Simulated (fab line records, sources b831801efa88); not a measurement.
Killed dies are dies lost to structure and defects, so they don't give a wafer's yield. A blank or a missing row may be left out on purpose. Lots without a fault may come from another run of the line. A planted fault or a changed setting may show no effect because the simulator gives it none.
fab line records | flow gf180mcu | part 1 of 2: steps 1 to 31 of 41
record lots=5 wafers=15 last_day=34
route steps=602 shown VT_IMPLANT@101 MVSD@136 NWELL@137 LVPWELL@138 MVPSD@139 DUAL_GATE@141
lots that met no fault: from a run of the same line without faults
start_h: hours from the record's first day to the start of the lot's first wafer shown | wait_h: hours since the lot's step before | " the same as in the row above | L1.1+2: a row that stands for several wafers | - no value, or no start given | * or withheld: withheld | < > ~ a bound
route shown NAME@n: a module of which the file shows steps, and the number in the route of the first | usual: mean/standard deviation of fault-free wafers | same: alike in all rows | chamber/n: place in a boat | sites: the reading at each site | _std_site: their standard deviation | _edge_site: outer sites' mean less inner sites' | radius_mm: how far each site lies from the wafer's centre | mask NAME#n: copy n | behind: the tool/chamber that last shaped the wafer | hold: why the lot was held/for how many hours/how that ended | device: the transistor (n, p or np) that didn't switch | end of line: the same wafers' tests at the end of the route | a step without rows: its recipe alone | killed: dies lost to structure and defects at the first sort, not the wafer's yield | map: a wafer's dies, x killed, . not, _ none there
set.NAME: the setting as run; set.NAME@STEP: as run at that earlier step | model.NAME: the simulator's own value behind a step, which no gauge read
lots at some steps of the route; a table a step, a row a wafer
services: from which hour (start_h, from the record's first day; less than 0 if before it) a tool's chamber was out of use, for how many hours, and why
## steps
# step GF_VT_IMPLANT_DEHYDRATE_11
# recipe temp_c=200 time_s=60
# same time_s=60
# columns lot.wafer tool chamber start_h wait_h
L075.1+3+6 litho_track-01 0 124.82 6.4
L079.1+4+5 litho_track-04 0 149.80 7.9
L080.1+2+4 litho_track-01 0 156.17 7.1
L083.1+3+6 litho_track-04 0 174.80 7.4
L093.2+4+5 litho_track-01 0 242.39 9.0
# step GF_VT_IMPLANT_HMDS_12
# recipe prime_time_s=60 prime_temp_c=120
# columns lot.wafer tool chamber start_h wait_h
L075.1+3+6 litho_track-01 0 124.97 0.1
L079.1+4+5 litho_track-04 0 149.95 0.1
L080.1+2+4 litho_track-01 0 156.32 0.1
L083.1+3+6 litho_track-04 0 174.95 0.1
L093.2+4+5 litho_track-01 0 242.54 0.1
# step GF_VT_IMPLANT_COAT_13
# recipe resist=NOVOLAK spin_rpm=3000 resist_thk_nm=1000
# usual spin_speed_rpm=3000.3/1.9
# columns lot.wafer tool chamber start_h wait_h spin_speed_rpm
L075.1 litho_track-01 0 125.12 0.1 3001.0
L075.3 " 0 " " 2999.1
L075.6 " 0 " " 3000.4
L079.1 litho_track-04 0 150.10 0.1 2999.2
L079.4 " 0 " " 3002.1
L079.5 " 0 " " 3001.2
L080.1 litho_track-01 0 156.47 0.1 3000.8
L080.2 " 0 " " 2999.5
L080.4 " 0 " " 3001.7
L083.1 litho_track-04 0 175.10 0.1 3000.9
L083.3 " 0 " " 3003.6
L083.6 " 0 " " 3001.4
L093.2 litho_track-01 0 242.69 0.1 2999.2
L093.4 " 0 " " 3002.9
L093.5 " 0 " " 3001.8
# step GF_VT_IMPLANT_SOFTBAKE_14
# recipe temp_c=90 time_s=60 resist=NOVOLAK
# same time_s=60
# columns lot.wafer tool chamber start_h wait_h
L075.1+3+6 litho_track-01 0 125.27 0.1
L079.1+4+5 litho_track-04 0 150.25 0.1
L080.1+2+4 litho_track-01 0 156.62 0.1
L083.1+3+6 litho_track-04 0 175.25 0.1
L093.2+4+5 litho_track-01 0 242.84 0.1
# step GF_VT_IMPLANT_EXPOSE_15
# recipe mask_id=Nwell_LV_AREA target_cd_nm=860 na=0.6 source_shape=conventional sigma_outer=0.6 dose_mj=140
# usual exposure_dose_mJ_cm2=140.00/0.14
# columns lot.wafer tool chamber start_h wait_h mask exposure_dose_mJ_cm2
L075.1 iline_stepper-02 0 - - Nwell_LV_AREA#0 139.95
L075.3 " 0 " " Nwell_LV_AREA#0 139.99
L075.6 " 0 " " Nwell_LV_AREA#0 140.33
L079.1 iline_stepper-01 0 - - Nwell_LV_AREA#0 139.98
L079.4 " 0 " " Nwell_LV_AREA#0 140.17
L079.5 " 0 " " Nwell_LV_AREA#0 140.21
L080.1 iline_stepper-02 0 - - Nwell_LV_AREA#0 139.92
L080.2 " 0 " " Nwell_LV_AREA#0 140.09
L080.4 " 0 " " Nwell_LV_AREA#0 139.93
L083.1 iline_stepper-01 0 - - Nwell_LV_AREA#0 140.06
L083.3 " 0 " " Nwell_LV_AREA#0 140.08
L083.6 " 0 " " Nwell_LV_AREA#0 140.01
L093.2 iline_stepper-02 0 - - Nwell_LV_AREA#0 139.87
L093.4 " 0 " " Nwell_LV_AREA#0 139.92
L093.5 " 0 " " Nwell_LV_AREA#0 140.06
# step GF_VT_IMPLANT_PEB_16
# recipe temp_c=withheld time_s=* resist=NOVOLAK
# same time_s=*
# columns lot.wafer tool chamber start_h wait_h
L075.1+3+6 litho_track-01 0 - -
L079.1+4+5 litho_track-01 0 - -
L080.1+2+4 litho_track-01 0 - -
L083.1+3+6 litho_track-04 0 - -
L093.2+4+5 litho_track-01 0 - -
# step GF_VT_IMPLANT_DEVELOP_17
# recipe develop_time_s=60 dev_temp_c=23
# columns lot.wafer tool chamber start_h wait_h
L075.1+3+6 litho_track-01 0 133.07 0.1
L079.1+4+5 litho_track-01 0 157.62 0.1
L080.1+2+4 litho_track-01 0 164.77 0.1
L083.1+3+6 litho_track-04 0 183.70 0.1
L093.2+4+5 litho_track-01 0 251.54 0.1
# step GF_VT_IMPLANT_OVL_MEAS_18
# usual VT_IMPLANT_01_OVL=0.1/1.5
# columns lot.wafer tool chamber start_h wait_h VT_IMPLANT_01_OVL[nm]
L075.1 overlay-02 - 133.22 0.1 3.4
L075.3 " - " " 2.2
L075.6 " - " " 0.8
L079.1 overlay-01 - 157.77 0.1 -0.5
L079.4 " - " " -2.3
L079.5 " - " " -0.7
L080.1 overlay-01 - 164.92 0.1 2.2
L080.2 " - " " 1.5
L080.4 " - " " 2.0
L083.1 overlay-02 - 183.85 0.1 -0.6
L083.3 " - " " -1.8
L083.6 " - " " 0.1
L093.2 overlay-02 - 251.67 0.1 0.8
L093.4 " - " " 0.2
L093.5 " - " " -1.3
# step GF_VT_IMPLANT_IMPLANT_19
# recipe species=As energy_kev=100 dose_cm2=4.35e+12 tilt_deg=7
# columns lot.wafer tool chamber start_h wait_h
L075.1+3+6 implanter-03 0 133.25 0.0
L079.1+4+5 implanter-02 0 157.80 0.0
L080.1+2+4 implanter-03 0 164.95 0.0
L083.1+3+6 implanter-04 0 183.88 0.0
L093.2+4+5 implanter-03 0 251.72 0.0
# step GF_VT_IMPLANT_STRIP_20
# recipe chemistry=O2/N2 power_w=1400 pressure_mtorr=1500 platen_temp_c=250 o2_flow_sccm=3000 n2_flow_sccm=300 overash_fraction=0.5
# usual drypump_motor_current_A=5.7/0.39 heater_power_w=326/45 oes_product_au=0.716/0.0041 strip_time_to_endpoint_s=12.64/0.034
# columns lot.wafer tool chamber start_h wait_h drypump_motor_current_A heater_power_w oes_product_au rf_hours_counter_h strip_time_to_endpoint_s
L075.1 plasma_asher-02 0 133.40 0.1 6.3 366 0.718 1 12.68
L075.3 " 0 " " 6.3 362 0.713 - 12.67
L075.6 " 1 " " 5.4 286 0.717 - 12.68
L079.1 plasma_asher-03 0 157.95 0.1 6.0 295 0.708 56 12.65
L079.4 " 1 " " 5.4 391 0.719 - 12.66
L079.5 " 0 " " 6.0 304 0.713 - 12.66
L080.1 plasma_asher-03 1 165.10 0.1 5.4 396 0.713 57 12.65
L080.2 " 0 " " 6.0 302 0.723 57 12.60
L080.4 " 0 " " 6.0 301 0.712 - 12.63
L083.1 plasma_asher-04 1 184.03 0.1 5.8 311 0.713 42 12.60
L083.3 " 0 " " 5.2 278 0.717 - 12.64
L083.6 " 1 " " 5.8 315 0.713 - 12.64
L093.2 plasma_asher-03 1 251.85 0.1 5.4 413 0.716 67 12.55
L093.4 " 0 " " 6.0 298 0.718 - 12.61
L093.5 " 0 " " 6.0 311 0.722 - 12.59
# step GF_VT_IMPLANT_TW_MEAS_21
# usual VT_IMPLANT_2_TW=1216/9
# columns lot.wafer tool chamber start_h wait_h VT_IMPLANT_2_TW
L075.1 film_metro-04 - 133.50 0.1 1229
L075.3 " - " " 1225
L075.6 " - " " 1231
L079.1 film_metro-03 - 158.05 0.1 1200
L079.4 " - " " 1209
L079.5 " - " " 1205
L080.1 film_metro-01 - 165.20 0.1 1212
L080.2 " - " " 1214
L080.4 " - " " 1218
L083.1 film_metro-01 - 184.13 0.1 1220
L083.3 " - " " 1221
L083.6 " - " " 1220
L093.2 film_metro-04 - 251.96 0.1 1226
L093.4 " - " " 1224
L093.5 " - " " 1219
# step GF_VT_IMPLANT_DEHYDRATE_22
# recipe temp_c=200 time_s=60
# same time_s=60
# columns lot.wafer tool chamber start_h wait_h
L075.1+3+6 litho_track-02 0 139.51 6.0
L079.1+4+5 litho_track-02 0 166.51 8.4
L080.1+2+4 litho_track-04 0 173.20 8.0
L083.1+3+6 litho_track-04 0 191.90 7.8
L093.2+4+5 litho_track-02 0 260.58 8.6
# step GF_VT_IMPLANT_HMDS_23
# recipe prime_time_s=60 prime_temp_c=120
# columns lot.wafer tool chamber start_h wait_h
L075.1+3+6 litho_track-02 0 139.66 0.1
L079.1+4+5 litho_track-02 0 166.66 0.1
L080.1+2+4 litho_track-04 0 173.35 0.1
L083.1+3+6 litho_track-04 0 192.05 0.1
L093.2+4+5 litho_track-02 0 260.73 0.1
# step GF_VT_IMPLANT_COAT_24
# recipe resist=NOVOLAK spin_rpm=3000 resist_thk_nm=1000
# usual spin_speed_rpm=3000.3/2.1
# columns lot.wafer tool chamber start_h wait_h spin_speed_rpm
L075.1 litho_track-02 0 139.81 0.1 2998.6
L075.3 " 0 " " 2998.5
L075.6 " 0 " " 3001.4
L079.1 litho_track-02 0 166.81 0.1 3002.4
L079.4 " 0 " " 3000.5
L079.5 " 0 " " 3002.0
L080.1 litho_track-04 0 173.50 0.1 3006.5
L080.2 " 0 " " 3000.0
L080.4 " 0 " " 3001.0
L083.1 litho_track-04 0 192.20 0.1 3000.1
L083.3 " 0 " " 2999.5
L083.6 " 0 " " 2997.9
L093.2 litho_track-02 0 260.88 0.1 2998.0
L093.4 " 0 " " 2998.1
L093.5 " 0 " " 2999.1
# step GF_VT_IMPLANT_SOFTBAKE_25
# recipe temp_c=90 time_s=60 resist=NOVOLAK
# same time_s=60
# columns lot.wafer tool chamber start_h wait_h
L075.1+3+6 litho_track-02 0 139.96 0.1
L079.1+4+5 litho_track-02 0 166.96 0.1
L080.1+2+4 litho_track-04 0 173.65 0.1
L083.1+3+6 litho_track-04 0 192.35 0.1
L093.2+4+5 litho_track-02 0 261.03 0.1
# step GF_VT_IMPLANT_EXPOSE_26
# recipe mask_id=LVPWELL_HV_AREA target_cd_nm=860 na=0.6 source_shape=conventional sigma_outer=0.6 dose_mj=140
# usual exposure_dose_mJ_cm2=140.00/0.12
# columns lot.wafer tool chamber start_h wait_h mask exposure_dose_mJ_cm2
L075.1 iline_stepper-02 0 - - LVPWELL_HV_AREA#0 140.03
L075.3 " 0 " " LVPWELL_HV_AREA#0 140.08
L075.6 " 0 " " LVPWELL_HV_AREA#0 140.19
L079.1 iline_stepper-02 0 - - LVPWELL_HV_AREA#0 140.12
L079.4 " 0 " " LVPWELL_HV_AREA#0 140.00
L079.5 " 0 " " LVPWELL_HV_AREA#0 140.12
L080.1 iline_stepper-01 0 - - LVPWELL_HV_AREA#0 139.83
L080.2 " 0 " " LVPWELL_HV_AREA#0 139.88
L080.4 " 0 " " LVPWELL_HV_AREA#0 140.08
L083.1 iline_stepper-02 0 - - LVPWELL_HV_AREA#0 139.92
L083.3 " 0 " " LVPWELL_HV_AREA#0 140.08
L083.6 " 0 " " LVPWELL_HV_AREA#0 140.03
L093.2 iline_stepper-01 0 - - LVPWELL_HV_AREA#0 140.10
L093.4 " 0 " " LVPWELL_HV_AREA#0 140.01
L093.5 " 0 " " LVPWELL_HV_AREA#0 139.94
# step GF_VT_IMPLANT_PEB_27
# recipe temp_c=withheld time_s=* resist=NOVOLAK
# same time_s=*
# columns lot.wafer tool chamber start_h wait_h
L075.1+3+6 litho_track-02 0 - -
L079.1+4+5 litho_track-04 0 - -
L080.1+2+4 litho_track-04 0 - -
L083.1+3+6 litho_track-04 0 - -
L093.2+4+5 litho_track-01 0 - -
# step GF_VT_IMPLANT_DEVELOP_28
# recipe develop_time_s=60 dev_temp_c=23
# columns lot.wafer tool chamber start_h wait_h
L075.1+3+6 litho_track-02 0 147.61 0.1
L079.1+4+5 litho_track-04 0 174.65 0.1
L080.1+2+4 litho_track-04 0 181.55 0.1
L083.1+3+6 litho_track-04 0 201.15 0.1
L093.2+4+5 litho_track-01 0 269.59 0.1
# step GF_VT_IMPLANT_OVL_MEAS_29
# usual VT_IMPLANT_02_OVL=-0.7/1.3
# columns lot.wafer tool chamber start_h wait_h VT_IMPLANT_02_OVL[nm]
L075.1 overlay-01 - 147.76 0.1 -0.5
L075.3 " - " " -2.4
L075.6 " - " " 0.7
L079.1 overlay-01 - 174.80 0.1 0.5
L079.4 " - " " -1.3
L079.5 " - " " 0.7
L080.1 overlay-02 - 181.70 0.1 -0.8
L080.2 " - " " -0.1
L080.4 " - " " 0.9
L083.1 overlay-02 - 201.30 0.1 -2.9
L083.3 " - " " -0.1
L083.6 " - " " -0.4
L093.2 overlay-01 - 269.72 0.1 -1.0
L093.4 " - " " -0.8
L093.5 " - " " -1.3
# step GF_VT_IMPLANT_IMPLANT_30
# recipe species=B energy_kev=25 dose_cm2=2.534e+12 tilt_deg=7
# columns lot.wafer tool chamber start_h wait_h
L075.1+3+6 implanter-03 0 147.79 0.0
L079.1+4+5 implanter-04 0 174.83 0.0
L080.1+2+4 implanter-02 0 181.73 0.0
L083.1+3+6 implanter-02 0 201.33 0.0
L093.2+4+5 implanter-03 0 269.77 0.0
# step GF_VT_IMPLANT_STRIP_31
# recipe chemistry=O2/N2 power_w=1400 pressure_mtorr=1500 platen_temp_c=250 o2_flow_sccm=3000 n2_flow_sccm=300 overash_fraction=0.5
# usual drypump_motor_current_A=5.7/0.42 heater_power_w=329/45 oes_product_au=0.715/0.0047 strip_time_to_endpoint_s=12.64/0.036
# columns lot.wafer tool chamber start_h wait_h drypump_motor_current_A heater_power_w oes_product_au rf_hours_counter_h strip_time_to_endpoint_s
L075.1 plasma_asher-03 1 147.94 0.1 5.3 413 0.716 55 12.67
L075.3 " 1 " " 5.4 394 0.714 - 12.68
L075.6 " 1 " " 5.4 403 0.718 - 12.66
L079.1 plasma_asher-03 1 174.98 0.1 5.4 391 0.713 58 12.64
L079.4 " 1 " " 5.4 399 0.722 - 12.60
L079.5 " 1 " " 5.3 388 0.715 - 12.64
L080.1 plasma_asher-04 1 181.88 0.1 5.8 313 0.712 42 12.66
L080.2 " 0 " " 5.2 274 0.712 42 12.66
L080.4 " 0 " " 5.2 278 0.708 - 12.63
L083.1 plasma_asher-03 1 201.48 0.1 5.4 400 0.712 61 12.62
L083.3 " 0 " " 6.0 304 0.717 - 12.61
L083.6 " 1 " " 5.4 394 0.715 - 12.58
L093.2 plasma_asher-03 0 269.90 0.1 6.0 304 0.712 68 12.65
L093.4 " 0 " " 6.0 296 0.714 - 12.65
L093.5 " 1 " " 5.4 408 0.720 - 12.63
# step GF_VT_IMPLANT_TW_MEAS_32
# usual VT_IMPLANT_3_TW=268.7/2.8
# columns lot.wafer tool chamber start_h wait_h VT_IMPLANT_3_TW
L075.1 film_metro-01 - 148.04 0.1 269.2
L075.3 " - " " 267.7
L075.6 " - " " 269.9
L079.1 film_metro-03 - 175.08 0.1 266.1
L079.4 " - " " 265.9
L079.5 " - " " 264.1
L080.1 film_metro-04 - 181.98 0.1 269.4
L080.2 " - " " 272.0
L080.4 " - " " 271.2
L083.1 film_metro-01 - 201.58 0.1 269.6
L083.3 " - " " 266.2
L083.6 " - " " 266.6
L093.2 film_metro-03 - 270.01 0.1 264.3
L093.4 " - " " 266.7
L093.5 " - " " 265.4
# step GF_VT_IMPLANT_DEHYDRATE_33
# recipe temp_c=200 time_s=60
# same time_s=60
# columns lot.wafer tool chamber start_h wait_h
L075.1+3+6 litho_track-04 0 155.45 7.4
L079.1+4+5 litho_track-02 0 182.81 7.7
L080.1+2+4 litho_track-02 0 190.01 8.0
L083.1+3+6 litho_track-01 0 210.26 8.7
L093.2+4+5 litho_track-01 0 279.24 9.2
# step GF_VT_IMPLANT_HMDS_34
# recipe prime_time_s=60 prime_temp_c=120
# columns lot.wafer tool chamber start_h wait_h
L075.1+3+6 litho_track-04 0 155.60 0.1
L079.1+4+5 litho_track-02 0 182.96 0.1
L080.1+2+4 litho_track-02 0 190.16 0.1
L083.1+3+6 litho_track-01 0 210.41 0.1
L093.2+4+5 litho_track-01 0 279.39 0.1
# step GF_VT_IMPLANT_COAT_35
# recipe resist=NOVOLAK spin_rpm=3000 resist_thk_nm=1000
# usual spin_speed_rpm=3000.2/2.2
# columns lot.wafer tool chamber start_h wait_h spin_speed_rpm
L075.1 litho_track-04 0 155.75 0.1 3004.1
L075.3 " 0 " " 3003.6
L075.6 " 0 " " 3004.2
L079.1 litho_track-02 0 183.11 0.1 2999.4
L079.4 " 0 " " 2999.2
L079.5 " 0 " " 3003.0
L080.1 litho_track-02 0 190.31 0.1 2997.9
L080.2 " 0 " " 3002.7
L080.4 " 0 " " 3000.9
L083.1 litho_track-01 0 210.56 0.1 2999.6
L083.3 " 0 " " 2999.3
L083.6 " 0 " " 2999.3
L093.2 litho_track-01 0 279.54 0.1 3000.3
L093.4 " 0 " " 2998.8
L093.5 " 0 " " 2997.6
# step GF_VT_IMPLANT_SOFTBAKE_36
# recipe temp_c=90 time_s=60 resist=NOVOLAK
# same time_s=60
# columns lot.wafer tool chamber start_h wait_h
L075.1+3+6 litho_track-04 0 155.90 0.1
L079.1+4+5 litho_track-02 0 183.26 0.1
L080.1+2+4 litho_track-02 0 190.46 0.1
L083.1+3+6 litho_track-01 0 210.71 0.1
L093.2+4+5 litho_track-01 0 279.69 0.1
# step GF_VT_IMPLANT_EXPOSE_37
# recipe mask_id=Nwell_HV_AREA target_cd_nm=860 na=0.6 source_shape=conventional sigma_outer=0.6 dose_mj=140
# usual exposure_dose_mJ_cm2=140.03/0.15
# columns lot.wafer tool chamber start_h wait_h mask exposure_dose_mJ_cm2
L075.1 iline_stepper-01 0 - - Nwell_HV_AREA#0 140.20
L075.3 " 0 " " Nwell_HV_AREA#0 139.79
L075.6 " 0 " " Nwell_HV_AREA#0 139.82
L079.1 iline_stepper-02 0 - - Nwell_HV_AREA#0 139.99
L079.4 " 0 " " Nwell_HV_AREA#0 139.93
L079.5 " 0 " " Nwell_HV_AREA#0 140.08
L080.1 iline_stepper-01 0 - - Nwell_HV_AREA#0 140.04
L080.2 " 0 " " Nwell_HV_AREA#0 140.00
L080.4 " 0 " " Nwell_HV_AREA#0 140.12
L083.1 iline_stepper-02 0 - - Nwell_HV_AREA#0 139.99
L083.3 " 0 " " Nwell_HV_AREA#0 139.72
L083.6 " 0 " " Nwell_HV_AREA#0 139.86
L093.2 iline_stepper-01 0 - - Nwell_HV_AREA#0 139.93
L093.4 " 0 " " Nwell_HV_AREA#0 140.11
L093.5 " 0 " " Nwell_HV_AREA#0 140.09
# step GF_VT_IMPLANT_PEB_38
# recipe temp_c=withheld time_s=* resist=NOVOLAK
# same time_s=*
# columns lot.wafer tool chamber start_h wait_h
L075.1+3+6 litho_track-01 0 - -
L079.1+4+5 litho_track-01 0 - -
L080.1+2+4 litho_track-02 0 - -
L083.1+3+6 litho_track-01 0 - -
L093.2+4+5 litho_track-01 0 - -
# step GF_VT_IMPLANT_DEVELOP_39
# recipe develop_time_s=60 dev_temp_c=23
# columns lot.wafer tool chamber start_h wait_h
L075.1+3+6 litho_track-01 0 164.17 0.1
L079.1+4+5 litho_track-01 0 191.46 0.1
L080.1+2+4 litho_track-02 0 198.41 0.1
L083.1+3+6 litho_track-01 0 219.66 0.1
L093.2+4+5 litho_track-01 0 289.59 0.1
# step GF_VT_IMPLANT_OVL_MEAS_40
# usual VT_IMPLANT_03_OVL=0.3/1.3
# columns lot.wafer tool chamber start_h wait_h VT_IMPLANT_03_OVL[nm]
L075.1 overlay-01 - 164.32 0.1 -1.9
L075.3 " - " " 1.1
L075.6 " - " " -1.0
L079.1 overlay-02 - 191.61 0.1 1.6
L079.4 " - " " 0.6
L079.5 " - " " 1.8
L080.1 overlay-01 - 198.56 0.1 -1.7
L080.2 " - " " -1.7
L080.4 " - " " -1.9
L083.1 overlay-01 - 219.81 0.1 2.3
L083.3 " - " " 0.6
L083.6 " - " " 3.0
L093.2 overlay-02 - 289.72 0.1 2.0
L093.4 " - " " -0.1
L093.5 " - " " 0.7
# step GF_VT_IMPLANT_IMPLANT_41
# recipe species=As energy_kev=70 dose_cm2=1.013e+12 tilt_deg=7
# columns lot.wafer tool chamber start_h wait_h
L075.1+3+6 implanter-02 0 164.35 0.0
L079.1+4+5 implanter-03 0 191.65 0.0
L080.1+2+4 implanter-04 0 198.59 0.0
L083.1+3+6 implanter-03 0 219.85 0.0
L093.2+4+5 implanter-02 0 289.77 0.0
